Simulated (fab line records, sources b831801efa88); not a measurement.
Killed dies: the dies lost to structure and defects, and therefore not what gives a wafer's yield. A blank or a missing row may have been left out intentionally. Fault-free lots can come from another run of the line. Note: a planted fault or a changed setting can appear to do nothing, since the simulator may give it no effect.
Chamber matching    flow gf180mcu    GF_V1_CMP_26 on cmp-01 has 4 sister chambers
The step polishes, stops on SiO2, t overpolish 15 s, target thk 0 nm. 16 wafers are shown with their chamber, then 8 later ones without.

WAFERS, EACH WITH ITS CHAMBER
wafer   chamber  motor current A (A)  retaining ring pressure frac  time to endpoint s (s)
L484.1  2        10.2                 0.997                         92
L484.2  0        9.8                  1.002                         96
L484.6  2        10.5                 1.006                         92
L485.1  2        10.6                 1.003                         86
L485.4  0        11.0                 0.998                         90
L485.6  0        10.4                 0.995                         90
L486.2  2        10.2                 1.001                         87
L486.5  3        13.1                 1.004                         87
L486.6  2        10.2                 1.006                         90
L487.1  0        9.9                  1.000                         89
L487.5  1        10.9                 1.007                         86
L487.6  0        10.1                 0.993                         90
L491.3  0        9.9                  1.000                         89
L491.5  2        10.0                 1.000                         88
L491.6  3        13.2                 1.008                         86
L496.1  3        13.2                 1.011                         86

SIGNATURES (means of the wafers above)
reading                       chamber 0  chamber 1  chamber 2  chamber 3  scatter within a chamber
motor current A               10.183     10.900     10.283     13.167     0.327
retaining ring pressure frac  0.99800    1.00700    1.00217    1.00767    0.00348
time to endpoint s            90.67      86.00      89.17      86.33      2.4
Rule: for a wafer and a chamber, the distance is found by dividing, reading by reading, the gap between the wafer's reading and the chamber's mean by the reading's scatter, squaring, summing and taking the root. If the next closest chamber is less than 2 further off than the closest, the wafer can't be placed; otherwise it belongs to the closest. The scatter: take each reading less its chamber's mean, square it, sum over the shown wafers, divide by the number of wafers less the number of chambers, and take the root.

WAFERS WHOSE CHAMBER IS MISSING
wafer   motor current A (A)  retaining ring pressure frac  time to endpoint s (s)
L496.2  10.3                 0.999                         87
L496.4  10.2                 1.004                         89
L499.2  14.2                 1.000                         89
L499.3  10.0                 0.993                         92
L499.4  10.0                 1.000                         89
L504.4  10.9                 0.999                         88
L504.5  13.2                 1.010                         84
L504.6  10.5                 1.002                         88

EACH ONE'S CHAMBER
wafer   from the rows above           in truth
L496.2  can't be placed: 2 or 0 or 1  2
L496.4  can't be placed: 2 or 0       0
L499.2  3                             3
L499.3  can't be placed: 0 or 2       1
L499.4  can't be placed: 0 or 2       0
L504.4  can't be placed: 2 or 1 or 0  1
L504.5  3                             3
L504.6  can't be placed: 2 or 0 or 1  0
Correct placement for 2 of the 8. Not placeable from these rows: 6 (in 5, the candidates include the true chamber). Wrongly placed: 0.
